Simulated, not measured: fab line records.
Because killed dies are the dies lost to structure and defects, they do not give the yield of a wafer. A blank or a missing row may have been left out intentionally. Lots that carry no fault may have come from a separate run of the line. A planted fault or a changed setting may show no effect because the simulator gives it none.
Chamber matching	flow sky130	SKY_VIA1_CMP_02 on cmp-02 has 3 sister chambers
The step polishes SiO2. 3 wafers are shown with their chamber, then 5 later ones without.

## WAFERS WITH THEIR CHAMBER
wafer	chamber	motor-current-A (A)
L299.4	0	12.0
L302.2	2	9.7
L302.3	1	11.8

## WAFERS WITH NO CHAMBER GIVEN
wafer	motor-current-A (A)
L302.5	12.5
L301.1	10.1
L301.2	12.7
L312.2	10.7
L312.5	10.3

## WHICH CHAMBER EACH WENT THROUGH
wafer	from the rows above	in truth
L302.5	can't be placed: 0 or 1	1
L301.1	can't be placed: 2 or 1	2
L301.2	can't be placed: 0 or 1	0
L312.2	can't be placed: 2 or 1 or 0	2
L312.5	can't be placed: 2 or 1 or 0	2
Placed correctly: 0 of 5. Unplaceable from these rows: 5, with the true chamber sitting among the candidates in 5. 0 placed wrongly.
How it was worked out, from the rows above alone: a wafer's distance from a chamber is the root of the sum, over the readings, of the square of ((its reading less the chamber's mean) divided by the reading's scatter). The wafer belongs to the nearest chamber; if the next one is less than 2 further off, it can't be placed. The mean given for a chamber averages the wafers shown for that chamber. The scatter: root of mean squared gap, hidden wafer to nearest shown wafer, with one shown wafer a chamber.
